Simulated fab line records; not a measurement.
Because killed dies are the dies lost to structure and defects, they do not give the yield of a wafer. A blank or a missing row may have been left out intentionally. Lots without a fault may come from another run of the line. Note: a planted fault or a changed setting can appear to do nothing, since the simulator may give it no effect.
The tool behind it: which one? || flow sky130 || 11 lots (33 wafers sampled), 1 step of a 708-step route

## WHAT THE GAUGES READ, wafer by wafer
SKY_SONOS_TUNNEL_OVL_MEAS_08.
{"lot": "L983", "measured": "day 12 00:26", "on": "overlay-01", "SONOS_TUNNEL_OVL (nm)": "2.1 2.4 1.5"}
{"lot": "L986", "measured": "day 13 08:37", "on": "overlay-01", "SONOS_TUNNEL_OVL (nm)": "0.2 2.2 3.1"}
{"lot": "L990", "measured": "day 14 11:10", "on": "overlay-02", "SONOS_TUNNEL_OVL (nm)": "-3.0 -3.6 -1.6"}
{"lot": "L991", "measured": "day 14 20:43", "on": "overlay-01", "SONOS_TUNNEL_OVL (nm)": "0.1 0.3 0.6"}
{"lot": "L992", "measured": "day 14 23:56", "on": "overlay-02", "SONOS_TUNNEL_OVL (nm)": "-0.7 3.1 -0.7"}
{"lot": "L995", "measured": "day 16 09:26", "on": "overlay-02", "SONOS_TUNNEL_OVL (nm)": "0.3 1.1 -1.0"}
{"lot": "L996", "measured": "day 16 14:49", "on": "overlay-02", "SONOS_TUNNEL_OVL (nm)": "-1.1 -2.0 0.6"}
{"lot": "L997", "measured": "day 17 01:38", "on": "overlay-02", "SONOS_TUNNEL_OVL (nm)": "-0.3 0.3 -1.0"}
{"lot": "L100", "measured": "day 17 22:50", "on": "overlay-02", "SONOS_TUNNEL_OVL (nm)": "-1.8 -1.7 -0.6"}
{"lot": "L101", "measured": "day 17 23:19", "on": "overlay-01", "SONOS_TUNNEL_OVL (nm)": "2.2 -0.1 2.1"}
{"lot": "L102", "measured": "day 18 08:49", "on": "overlay-01", "SONOS_TUNNEL_OVL (nm)": "-2.6 -0.1 -0.8"}

## TOOL THAT RAN EACH LOT (tool first, then ch and the chambers of the sampled wafers, then the start)
Record: no process step prior to these readings.

## AS READ BY THE TOOLS THEMSELVES (means over the sampled wafers that have a number; for cases with no such wafer, the mark the record gives instead)
The record holds no such reading with a usual standard deviation.

## THE ANSWER, worked out from the rows above alone
Rule: the usual values come from the lots themselves. Put in order of their means at a reading, lots are off if they are a third of the lots or fewer, leave a main group of 4 or more, and stand apart from it by a gap of 3 or more times the standard deviation of the main group's means; of several such gaps the widest counts. Not used: any main group whose means are identical at the precision the tables above print for the reading. Also off: a lot with no number at a reading for which 4 or more lots have one. All remaining lots with rows at the step are treated as sound. After the gauges, taken in route order, come the tools' own readings; for these a lot's mean is taken, as printed above. At the first step where some lot is off, the reading lying furthest off is the one used; lots without a number count as furthest.
No lot is off at any reading shown: from this, nothing can be told.

## WHAT HAD BEEN PUT IN BY THE SIMULATOR
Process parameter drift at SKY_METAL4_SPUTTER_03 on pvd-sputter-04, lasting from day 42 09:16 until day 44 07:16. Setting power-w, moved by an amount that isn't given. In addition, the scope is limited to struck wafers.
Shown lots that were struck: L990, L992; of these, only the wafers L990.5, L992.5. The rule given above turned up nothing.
